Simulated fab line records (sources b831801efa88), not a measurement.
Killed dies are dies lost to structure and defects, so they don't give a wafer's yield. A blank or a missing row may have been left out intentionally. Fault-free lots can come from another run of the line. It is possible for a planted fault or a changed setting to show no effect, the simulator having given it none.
Chamber matching || flow gf180mcu || wet-bench-01 running GF_V4_STRIP_19: 4 sister chambers
The step strips in post etch residue remover, time 1200 s. 14 wafers are shown with their chamber, then 7 later ones without.

== WAFERS WITH THEIR CHAMBER ==
{"wafer": "L813.1", "chamber": 1, "temp-c (C)": 72.57}
{"wafer": "L813.4", "chamber": 1, "temp-c (C)": 72.51}
{"wafer": "L813.5", "chamber": 1, "temp-c (C)": 72.76}
{"wafer": "L817.1", "chamber": 0, "temp-c (C)": 72.57}
{"wafer": "L817.5", "chamber": 0, "temp-c (C)": 72.45}
{"wafer": "L817.6", "chamber": 0, "temp-c (C)": 72.61}
{"wafer": "L818.1", "chamber": 2, "temp-c (C)": 72.42}
{"wafer": "L818.5", "chamber": 2, "temp-c (C)": 72.46}
{"wafer": "L818.6", "chamber": 2, "temp-c (C)": 72.63}
{"wafer": "L819.1", "chamber": 1, "temp-c (C)": 72.43}
{"wafer": "L819.2", "chamber": 1, "temp-c (C)": 72.41}
{"wafer": "L819.5", "chamber": 1, "temp-c (C)": 72.37}
{"wafer": "L820.1", "chamber": 3, "temp-c (C)": 72.45}
{"wafer": "L820.3", "chamber": 3, "temp-c (C)": 72.45}

SIGNATURES (means of the wafers above)
{"reading": "temp-c", "chamber 0": 72.5433, "chamber 1": 72.5083, "chamber 2": 72.5033, "chamber 3": 72.4500, "scatter within a chamber": 0.119}
Rule: a wafer's distance from a chamber is the root of the sum, over the readings, of the square of ((its reading less the chamber's mean) divided by the reading's scatter). The wafer belongs to the nearest chamber; if the next one is less than 2 further off, it can't be placed. How the scatter is found: for the shown wafers, subtract from each reading the mean of its chamber, square and add these, divide the total by (wafers less chambers), then take the root.

== WAFERS MISSING THEIR CHAMBER ==
{"wafer": "L820.4", "temp-c (C)": 72.44}
{"wafer": "L822.1", "temp-c (C)": 72.66}
{"wafer": "L822.4", "temp-c (C)": 72.26}
{"wafer": "L822.5", "temp-c (C)": 72.31}
{"wafer": "L834.1", "temp-c (C)": 72.59}
{"wafer": "L834.2", "temp-c (C)": 72.62}
{"wafer": "L834.4", "temp-c (C)": 72.63}

== CHAMBER TAKEN BY EACH ==
{"wafer": "L820.4", "from the rows above": "can't be placed: 3 or 2 or 1 or 0", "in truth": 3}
{"wafer": "L822.1", "from the rows above": "can't be placed: 0 or 1 or 2 or 3", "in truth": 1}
{"wafer": "L822.4", "from the rows above": "can't be placed: 3 or 2 or 1 or 0", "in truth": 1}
{"wafer": "L822.5", "from the rows above": "can't be placed: 3 or 2 or 1 or 0", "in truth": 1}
{"wafer": "L834.1", "from the rows above": "can't be placed: 0 or 1 or 2 or 3", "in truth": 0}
{"wafer": "L834.2", "from the rows above": "can't be placed: 0 or 1 or 2 or 3", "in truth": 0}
{"wafer": "L834.4", "from the rows above": "can't be placed: 0 or 1 or 2 or 3", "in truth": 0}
Correct placement for 0 of the 7. Unplaceable from these rows: 7, with the true chamber sitting among the candidates in 7. 0 placed wrongly.
